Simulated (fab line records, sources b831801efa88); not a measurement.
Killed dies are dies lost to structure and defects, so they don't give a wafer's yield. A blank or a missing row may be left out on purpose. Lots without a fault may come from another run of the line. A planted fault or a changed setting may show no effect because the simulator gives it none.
A struck lot beside a sound one | flow sky130 | 42 steps out of a route of 708
Sound: wafers L965.4, L965.5, L965.6. Struck: wafer L983.5. (L983.2 of the same lot was not struck and is left out.) The cause comes at the end.
At each step with rows: each side's tool, then ch and its chambers, then its first start. Under that, the readings that differ: sound wafers | struck wafers | difference of the means | sigmas: that difference in standard deviations of wafers without a fault.
alike: readings whose means differ by less than 2 such deviations, and words and numbers that are the same on both sides. not compared: withheld readings, readings that some wafer has no value for, bounds like >300 that may hide the same value, and numbers for which the record gives no deviation and whose values overlap.
The two part at a step that has a row with sigmas, a row that says differs or no value, or rows on one side only. Numbers that don't overlap but have no deviation are shown without sigmas and don't part them. A reading that every wafer of one side lacks parts them only if that side has two wafers or more.

SKY_NWELL_OVL_MEAS_10:
  sound on overlay-01, day 4 21:22; struck on overlay-01, day 9 01:34
  alike: NWELL_00_OVL
then, 3 steps without rows for these wafers: SKY_NWELL_IMPLANT_11; SKY_NWELL_IMPLANT_12; SKY_NWELL_IMPLANT_13.
SKY_NWELL_STRIP_14: strips in O2/N2.
  sound on plasma_asher-02 ch 0,1, day 4 21:53; struck on plasma_asher-01 ch 1, day 9 02:02
  alike: drypump_motor_current_A, n2_flow_sccm, oes_product_au, strip_time_to_endpoint_s
  not compared: rf_hours_counter_h
SKY_NWELL_TW_MEAS_15:
  sound on film_metro-03, day 4 21:58; struck on film_metro-01, day 9 02:09
  alike: NWELL_TW
then, 6 steps without rows for these wafers: SKY_NWELL_DEHYDRATE_16 (time 60 s); SKY_NWELL_HMDS_17 (prime time 60 s); SKY_NWELL_COAT_18 (resist thk 3000 nm); SKY_NWELL_SOFTBAKE_19; SKY_NWELL_EXPOSE_20 (exposes mask NWM COMPLEMENT, target cd 840 nm); SKY_NWELL_PEB_21.
SKY_NWELL_DEVELOP_22: develop time 60 s.
  sound on litho_track-01 ch 0, day 5 15:00; struck on litho_track-01 ch 0, day 9 22:00
  alike: chill_plate_temp_C
SKY_NWELL_OVL_MEAS_23:
  sound on overlay-02, day 5 15:13; struck on overlay-01, day 9 23:01
  alike: NWELL_01_OVL
then, 1 step without rows for these wafers: SKY_NWELL_IMPLANT_24.
SKY_NWELL_STRIP_25: strips in O2/N2.
  sound on plasma_asher-01 ch 0,1, day 5 15:26; struck on plasma_asher-02 ch 1, day 9 23:11
  alike: drypump_motor_current_A, n2_flow_sccm, oes_product_au, strip_time_to_endpoint_s
  not compared: rf_hours_counter_h
SKY_NWELL_TW_MEAS_26:
  sound on film_metro-04, day 5 15:31; struck on film_metro-04, day 9 23:18
  alike: NWELL_2_TW
then, 1 step without rows for these wafers: SKY_NWELL_CLEAN_27 (cleans in SC1/SC2, time 150 s).
SKY_NWELL_RTA_28: time 30 s.
  sound on rtp_anneal-01 ch 0, day 5 15:39; struck on rtp_anneal-02 ch 0, day 9 23:25
  alike: lamp_power_pct, ramp_down_c_per_s, wafer_temp_C_max
SKY_NWELL_RS_MEAS_29: measures by four-point-probe.
  sound on film_metro-01, day 5 15:46; struck on film_metro-04, day 9 23:31
  alike: NWELL_RS
SKY_NWELL_RS_MEAS_31: measures by four-point-probe.
  sound on film_metro-01, day 5 16:00; struck on film_metro-04, day 9 23:46
  alike: PWDE_RS
then, 7 steps without rows for these wafers: SKY_VT_ADJUST_HVTP_DEHYDRATE_00 (time 60 s); SKY_VT_ADJUST_HVTP_HMDS_01 (prime time 60 s); SKY_VT_ADJUST_HVTP_COAT_02 (resist thk 1140 nm); SKY_VT_ADJUST_HVTP_SOFTBAKE_03 (time 60 s); SKY_VT_ADJUST_HVTP_EXPOSE_04 (exposes mask HVTPM, target cd 380 nm); SKY_VT_ADJUST_HVTP_PEB_05; SKY_VT_ADJUST_HVTP_DEVELOP_06 (develop time 60 s).
SKY_VT_ADJUST_HVTP_CD_MEAS_07: target cd 380 nm.
  sound on cd_sem-02, day 6 10:27; struck on cd_sem-02, day 10 21:58
  alike: cd_nm
SKY_VT_ADJUST_HVTP_OVL_MEAS_08:
  sound on overlay-01, day 6 10:32; struck on overlay-01, day 10 22:04
  reading                 | sound        | struck | difference | sigmas
  VT_ADJUST_HVTP_OVL (nm) | 0.5 0.9 -0.1 | -3.7   | -4.1       | -3
then, 1 step without rows for these wafers: SKY_VT_ADJUST_HVTP_IMPLANT_09.
SKY_VT_ADJUST_HVTP_STRIP_10: strips in O2/N2.
  sound on plasma_asher-03 ch 0,1, day 6 10:44; struck on plasma_asher-01 ch 1, day 10 22:15
  reading                     | sound          | struck | difference | sigmas
  drypump_motor_current_A (A) | 5.22 5.35 5.21 | 5.83   | +0.57      | +2
  alike: n2_flow_sccm, oes_product_au, strip_time_to_endpoint_s
  not compared: rf_hours_counter_h
SKY_VT_ADJUST_HVTP_TW_MEAS_11:
  sound on film_metro-03, day 6 10:50; struck on film_metro-02, day 10 22:22
  alike: VT_ADJUST_HVTP_TW
then, 7 steps without rows for these wafers: SKY_VT_ADJUST_LVTN_DEHYDRATE_00 (time 60 s); SKY_VT_ADJUST_LVTN_HMDS_01 (prime time 60 s); SKY_VT_ADJUST_LVTN_COAT_02 (resist thk 3000 nm); SKY_VT_ADJUST_LVTN_SOFTBAKE_03; SKY_VT_ADJUST_LVTN_EXPOSE_04 (exposes mask NWM COMPLEMENT LESS NATIVE, target cd 840 nm); SKY_VT_ADJUST_LVTN_PEB_05; SKY_VT_ADJUST_LVTN_DEVELOP_06 (develop time 60 s).
SKY_VT_ADJUST_LVTN_OVL_MEAS_07:
  sound on overlay-01, day 7 06:04; struck on overlay-01, day 11 22:17
  alike: VT_ADJUST_LVTN_OVL
-- the record jumps here: 38 days lie between the struck wafers' starts before and after (it left off in module VT_ADJUST_LVTN and takes up again in module PAD_OPEN, whose first step shown is number 708 of the route) --
SKY_PAD_OPEN_PROBE_99:
  sound on prober-01, day 46 04:41; struck on prober-02, day 50 00:43
  reading                                     | sound                        | struck    | difference | sigmas
  model.etest.pfet_16v.r_on_ohm_um            | 1.546e+04 1.535e+04 1.55e+04 | 1.61e+04  | +6.63e+02  |
  model.etest.nfet_16v.r_on_ohm_um            | 1.46e+04 1.461e+04 1.466e+04 | 1.351e+04 | -1.113e+03 |
  model.etest.res_iso_pwell.width_nm (nm)     | 2645 2632 2652               | 2474      | -169       |
  model.etest.res_nwell.line_ohm_um           | 1084 1066 1094               | 983.1     | -98.2      |
  model.etest.res_nwell.width_nm (nm)         | 843.9 842.6 845.6            | 908.2     | +64.2      |
  model.etest.pfet_16v.drive_ua_um            | 243.2 240.9 239.7            | 229.3     | -12.0      |
  model.etest.iso_nwell_nwell.leak_log10_a_um | -13.12 -13.29 -13.29         | -12.07    | +1.16      |
  alike: killed_at_M0_to_M3, killed_at_M4_up, killed_at_contacts, killed_at_front_end, killed_at_other, killed_dies, killed_open, killed_short

WHERE THEY PART
First at SKY_VT_ADJUST_HVTP_OVL_MEAS_08; last, within this record, at SKY_VT_ADJUST_HVTP_STRIP_10. Later steps at which nothing parts them and some readings are alike: SKY_VT_ADJUST_HVTP_TW_MEAS_11, SKY_VT_ADJUST_LVTN_OVL_MEAS_07, SKY_PAD_OPEN_PROBE_99.

WHY: what the simulator had put in
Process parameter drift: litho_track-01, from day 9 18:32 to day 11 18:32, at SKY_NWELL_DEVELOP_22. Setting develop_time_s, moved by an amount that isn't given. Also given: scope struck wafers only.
